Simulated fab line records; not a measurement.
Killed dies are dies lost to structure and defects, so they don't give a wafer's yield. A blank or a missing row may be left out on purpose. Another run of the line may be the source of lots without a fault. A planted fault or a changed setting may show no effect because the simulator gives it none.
Struck lot and sound lot, side by side | flow sky130 | 17 steps out of a route of 708
Sound: these wafers, L503.1, L503.4, L503.5. Wafers struck: L521.1, L521.3, L521.6. The cause is named last.
Order at every step that has rows: each side's tool, ch and its chambers, its first start. Under that, the readings that differ: sound wafers | struck wafers | difference of the means | sigmas: that difference in standard deviations of wafers without a fault.
alike: readings with means less than 2 such deviations apart, plus words and numbers identical on both sides. not compared: withheld readings, readings lacking a value on some wafer, bounds such as >300 that could conceal the same value, and numbers that have no deviation in the record and whose values overlap.
The two part at a step that has a row with sigmas, a row that says differs or no value, or rows on one side only. Numbers that don't overlap but have no deviation are shown without sigmas and don't part them. A reading missing from all wafers of one side parts the sides only when that side holds two or more wafers.

first, 5 steps without rows for these wafers: SKY_SD_N_COAT_02 (resist thk 1140 nm); SKY_SD_N_SOFTBAKE_03 (time 60 s); SKY_SD_N_EXPOSE_04 (exposes mask NSDM, target cd 380 nm); SKY_SD_N_PEB_05; SKY_SD_N_DEVELOP_06 (develop time 60 s).
SKY_SD_N_CD_MEAS_07: the cd target is 380 nm.
  sound on cdSem-02, day 27 13:29; struck on cdSem-02, day 34 05:17
  alike: cdNm
SKY_SD_N_OVL_MEAS_08:
  sound on overlay-02, day 27 13:36; struck on overlay-01, day 34 05:24
  alike: SD_N_OVL
then, 2 steps without rows for these wafers: SKY_SD_N_IMPLANT_09; SKY_SD_N_IMPLANT_10.
SKY_SD_N_STRIP_11: strips in O2/N2.
  sound on plasmaAsher-02 ch 1, day 27 13:56; struck on plasmaAsher-02 ch 0, day 34 05:44
  alike: drypumpMotorCurrentA, n2FlowSccm, oesProductAu, stripTimeToEndpointS
  not compared: rfHoursCounterH
SKY_SD_N_TW_MEAS_12:
  sound on filmMetro-04, day 27 14:02; struck on filmMetro-01, day 34 05:50
reading | sound          | struck         | difference | sigmas
SD_N_TW | 3939 3940 3947 | 4015 4022 4013 | +75        | +3
then, 1 step without rows for these wafers: SKY_SD_N_CLEAN_13 (cleans in SC1/SC2, time 150 s).
SKY_SD_N_RTA_14: time 2 s.
  sound on rtpAnneal-02 ch 0, day 27 14:09; struck on rtpAnneal-02 ch 0, day 34 05:57
reading          | sound                | struck               | difference | sigmas
lampPowerPct (%) | 15.68 15.70 15.68    | 16.06 15.98 16.03    | +0.34      | +7
wafer_temp_C_max | 1076.9 1076.9 1077.7 | 1090.7 1094.2 1094.8 | +16.1      | +11
SKY_SD_N_RS_MEAS_16: a four-point-probe measurement.
  sound on filmMetro-02, day 27 14:20; struck on filmMetro-01, day 34 06:07
reading          | sound             | struck            | difference | sigmas
SD_N_RS (ohm/sq) | 68.41 68.55 68.65 | 66.22 66.27 66.30 | -2.27      | -17
SKY_SD_N_RS_MEAS_17: a four-point-probe measurement.
  sound on filmMetro-02, day 27 14:27; struck on filmMetro-01, day 34 06:14
reading          | sound             | struck            | difference | sigmas
SD_P_RS (ohm/sq) | 146.6 147.1 147.0 | 135.7 135.7 135.6 | -11.2      | -26
SKY_SD_N_RS_MEAS_18: a four-point-probe measurement.
  sound on filmMetro-02, day 27 14:34; struck on filmMetro-01, day 34 06:22
  alike: RES_XHIGH_RS
-- record jumps: 16 days separate the struck wafers' starts on either side; left off in module SD_N, taken up again in module PAD_OPEN, whose first shown step is the route's number 708 --
SKY_PAD_OPEN_PROBE_99:
  sound on prober-01, day 45 12:53; struck on prober-01, day 50 05:20
reading                          | sound             | struck            | difference | sigmas
model.etest.resXhighPo.lineOhmUm | 5712 5619 5639    | 5046 5024 4930    | -657       | 
model.etest.resXhighPo.rsOhmSq   | 1996 1983 2023    | 1756 1752 1719    | -258       | 
model.etest.pfet_01v8.rOnOhmUm   | 2969 2923 2946    | 2739 2762 2677    | -220       | 
model.etest.resPdiff.lineOhmUm   | 1321 1328 1321    | 1241 1245 1263    | -74        | 
model.etest.resHighPo.lineOhmUm  | 739.6 762.7 764.8 | 676.3 668.4 669   | -84.5      | 
model.etest.liconHighPo.rcOhm    | 347.8 341.1 352.9 | 283.6 307.9 289.3 | -53.7      | 
model.etest.resNdiff.lineOhmUm   | 775.3 759.5 776.9 | 721 722 731.7     | -46        | 
model.etest.resHighPo.rsOhmSq    | 263.2 263.4 265.9 | 234.8 234 232.9   | -30.3      | 
  alike: killed_at_M0_to_M3, killed_at_M4_up, killedAtContacts, killedAtFrontEnd, killedAtOther, killedDies, killedOpen, killedShort

WHERE THEY PART
Earliest at SKY_SD_N_TW_MEAS_12; latest, in this record, at SKY_SD_N_RS_MEAS_17. Later steps at which nothing parts them and some readings are alike: SKY_SD_N_RS_MEAS_18, SKY_PAD_OPEN_PROBE_99.

WHY: the cause the simulator had injected
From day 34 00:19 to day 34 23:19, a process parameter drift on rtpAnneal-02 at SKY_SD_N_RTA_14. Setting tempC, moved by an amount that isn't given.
